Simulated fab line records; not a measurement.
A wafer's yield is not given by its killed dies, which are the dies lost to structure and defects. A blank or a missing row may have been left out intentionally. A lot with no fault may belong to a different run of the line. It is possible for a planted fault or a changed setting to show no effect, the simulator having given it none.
Matching of chambers :: flow gf180mcu :: 4 sister chambers for GF_POLY_GATE_ETCH_13 on rieSi-02
The step etches poly-Si in HBr/Cl2, stops on SiO2, target depth 198.5 nm, time 69.6 s. 8 wafers are shown with their chamber, then 7 later ones without.

WAFERS, EACH WITH ITS CHAMBER
wafer: L171.5
chamber: 1
drypumpMotorCurrentA (A): 5.72
oesProductAu (a.u.): 0.992

wafer: L175.2
chamber: 0
drypumpMotorCurrentA (A): 4.94
oesProductAu (a.u.): 0.988

wafer: L175.4
chamber: 1
drypumpMotorCurrentA (A): 5.73
oesProductAu (a.u.): 1.000

wafer: L178.2
chamber: 0
drypumpMotorCurrentA (A): 4.94
oesProductAu (a.u.): 0.989

wafer: L178.4
chamber: 2
drypumpMotorCurrentA (A): 5.63
oesProductAu (a.u.): 0.991

wafer: L178.6
chamber: 3
drypumpMotorCurrentA (A): 5.45
oesProductAu (a.u.): 1.002

wafer: L184.3
chamber: 3
drypumpMotorCurrentA (A): 5.42
oesProductAu (a.u.): 0.997

wafer: L184.4
chamber: 2
drypumpMotorCurrentA (A): 5.63
oesProductAu (a.u.): 1.008

WAFERS WITHOUT THEIR CHAMBER
wafer: L184.5
drypumpMotorCurrentA (A): 5.43
oesProductAu (a.u.): 0.995

wafer: L186.2
drypumpMotorCurrentA (A): 5.64
oesProductAu (a.u.): 0.986

wafer: L186.4
drypumpMotorCurrentA (A): 5.75
oesProductAu (a.u.): 0.989

wafer: L186.5
drypumpMotorCurrentA (A): 5.61
oesProductAu (a.u.): 0.998

wafer: L189.3
drypumpMotorCurrentA (A): 4.94
oesProductAu (a.u.): 0.981

wafer: L189.4
drypumpMotorCurrentA (A): 5.74
oesProductAu (a.u.): 0.979

wafer: L189.6
drypumpMotorCurrentA (A): 5.61
oesProductAu (a.u.): 0.985

WHICH CHAMBER EACH ONE RAN IN
wafer: L184.5
from the rows above: 3
in truth: 3

wafer: L186.2
from the rows above: 2
in truth: 2

wafer: L186.4
from the rows above: 1
in truth: 1

wafer: L186.5
from the rows above: 2
in truth: 2

wafer: L189.3
from the rows above: 0
in truth: 0

wafer: L189.4
from the rows above: 1
in truth: 1

wafer: L189.6
from the rows above: 2
in truth: 2
7 of 7 placed correctly. Can't be placed from these rows: 0. Number placed wrongly: 0.
How it was worked out, from the rows above alone: a wafer's distance from a chamber is the root of the sum, over the readings, of the square of ((its reading less the chamber's mean) divided by the reading's scatter). The wafer belongs to the nearest chamber; if the next one is less than 2 further off, it can't be placed. A chamber's mean is the mean of its shown wafers. The scatter is the square root of a quotient: the sum, over the shown wafers, of each reading's squared deviation from its chamber's mean, divided by wafers minus chambers.
